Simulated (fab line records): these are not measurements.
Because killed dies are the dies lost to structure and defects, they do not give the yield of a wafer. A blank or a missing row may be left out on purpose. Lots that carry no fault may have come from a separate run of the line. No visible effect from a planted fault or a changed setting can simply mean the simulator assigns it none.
What tool caused it? :: flow gf180mcu :: 14 lots, 42 wafers sampled, at 3 steps of a route of 602

WHAT EACH GAUGE READ, for each wafer
GF_M5_OVL_MEAS_08. Usual: for M5_OVL the level is -3 nm and the standard deviation is 5.5.
lot: L345
measured: day 28 11:56
on: overlay-02
M5_OVL (nm): -14 -13 -15
flag: 

lot: L346
measured: day 28 23:58
on: overlay-02
M5_OVL (nm): -10 -5 0
flag: 

lot: L347
measured: day 29 01:38
on: overlay-02
M5_OVL (nm): -20 -13 -12
flag: 

lot: L348
measured: day 29 14:08
on: overlay-01
M5_OVL (nm): 1 -4 0
flag: 

lot: L349
measured: day 29 23:53
on: overlay-02
M5_OVL (nm): -2 -4 -8
flag: 

lot: L350
measured: day 30 09:16
on: overlay-01
M5_OVL (nm): 6 -1 4
flag: 

lot: L354
measured: day 31 01:50
on: overlay-02
M5_OVL (nm): 0 -5 -3
flag: 

lot: L355
measured: day 31 09:35
on: overlay-01
M5_OVL (nm): 0 4 -4
flag: 

lot: L357
measured: day 31 23:31
on: overlay-02
M5_OVL (nm): -3 -8 -2
flag: 

lot: L358
measured: day 32 04:52
on: overlay-02
M5_OVL (nm): -2 -9 -1
flag: 

lot: L365
measured: day 33 18:10
on: overlay-01
M5_OVL (nm): -5 -7 -11
flag: 

lot: L368
measured: day 34 06:38
on: overlay-02
M5_OVL (nm): -9 0 -5
flag: 

lot: L367
measured: day 34 09:41
on: overlay-01
M5_OVL (nm): 4 1 -5
flag: 

lot: L362
measured: day 34 10:58
on: overlay-01
M5_OVL (nm): -15 -7 -7
flag: 

GF_V5_THK_MEAS_01. Usual: for V5_CVD_00_THK the level is 298 nm and the standard deviation is 3.5.
lot: L345
measured: day 28 12:41
on: film_metro-03
V5_CVD_00_THK (nm): 300 297 296
flag: 

lot: L346
measured: day 29 00:43
on: film_metro-02
V5_CVD_00_THK (nm): 306 300 300
flag: 

lot: L347
measured: day 29 02:23
on: film_metro-02
V5_CVD_00_THK (nm): 294 301 299
flag: 

lot: L348
measured: day 29 14:54
on: film_metro-03
V5_CVD_00_THK (nm): 298 296 294
flag: 

lot: L349
measured: day 30 00:38
on: film_metro-02
V5_CVD_00_THK (nm): 291 301 297
flag: 

lot: L350
measured: day 30 10:02
on: film_metro-02
V5_CVD_00_THK (nm): 296 298 297
flag: 

lot: L354
measured: day 31 02:35
on: film_metro-02
V5_CVD_00_THK (nm): 297 294 297
flag: 

lot: L355
measured: day 31 10:20
on: film_metro-01
V5_CVD_00_THK (nm): 296 299 300
flag: 

lot: L357
measured: day 32 00:17
on: film_metro-03
V5_CVD_00_THK (nm): 297 300 297
flag: 

lot: L358
measured: day 32 05:38
on: film_metro-01
V5_CVD_00_THK (nm): 292 297 296
flag: 

lot: L365
measured: day 33 19:03
on: film_metro-03
V5_CVD_00_THK (nm): 294 297 306
flag: 

lot: L368
measured: day 34 07:26
on: film_metro-01
V5_CVD_00_THK (nm): 295 305 298
flag: 

lot: L367
measured: day 34 10:29
on: film_metro-01
V5_CVD_00_THK (nm): 303 306 296
flag: 

lot: L362
measured: day 34 12:14
on: film_metro-01
V5_CVD_00_THK (nm): 301 297 300
flag: 

GF_V5_BOW_MEAS_05. Usual: for V5_BOW the level is 135 um and the standard deviation is 9.4.
lot: L345
measured: day 28 13:12
on: film_metro-01
V5_BOW (um): 149 136 118
flag: 

lot: L346
measured: day 29 01:15
on: film_metro-01
V5_BOW (um): 140 150 141
flag: 

lot: L347
measured: day 29 02:54
on: film_metro-01
V5_BOW (um): 133 125 136
flag: 

lot: L348
measured: day 29 15:26
on: film_metro-02
V5_BOW (um): 136 137 127
flag: 

lot: L349
measured: day 30 01:10
on: film_metro-03
V5_BOW (um): 141 144 132
flag: 

lot: L350
measured: day 30 10:47
on: film_metro-03
V5_BOW (um): 139 135 132
flag: 

lot: L354
measured: day 31 03:08
on: film_metro-01
V5_BOW (um): 128 124 121
flag: 

lot: L355
measured: day 31 10:55
on: film_metro-03
V5_BOW (um): 145 130 141
flag: 

lot: L357
measured: day 32 01:00
on: film_metro-02
V5_BOW (um): 127 130 118
flag: 

lot: L358
measured: day 32 06:14
on: film_metro-01
V5_BOW (um): 140 142 143
flag: 

lot: L365
measured: day 33 19:52
on: film_metro-02
V5_BOW (um): 133 147 131
flag: 

lot: L368
measured: day 34 08:37
on: film_metro-02
V5_BOW (um): 138 136 146
flag: 

lot: L367
measured: day 34 11:02
on: film_metro-02
V5_BOW (um): 121 132 136
flag: 

lot: L362
measured: day 34 12:46
on: film_metro-03
V5_BOW (um): 156 142 151
flag: 

TOOL THAT RAN EACH LOT (tool first, then ch and the chambers of the sampled wafers, then the start)
There is no process step in the record ahead of these readings.

WHAT THE TOOLS THEMSELVES READ (means of the sampled wafers that have a number; where no wafer has one, the mark that the record gives instead)
The record holds no such reading with a usual standard deviation.

THE ANSWER, worked out from the rows above alone
Rule: a lot counts as off when the mean over its wafers that have a number is more than 3 standard deviations away from the usual mean. Also off: a lot with no number at a reading for which 4 or more lots have one. Where the step has rows for the other lots, those lots are counted as sound. After the gauges, taken in route order, come the tools' own readings; for these a lot's mean is taken, as printed above. At the first step where some lot is off, the reading lying furthest off is the one used; lots without a number count as furthest.
No lot is off at any reading shown: from this, nothing can be told.

WHAT THE SIMULATOR HAD INSERTED
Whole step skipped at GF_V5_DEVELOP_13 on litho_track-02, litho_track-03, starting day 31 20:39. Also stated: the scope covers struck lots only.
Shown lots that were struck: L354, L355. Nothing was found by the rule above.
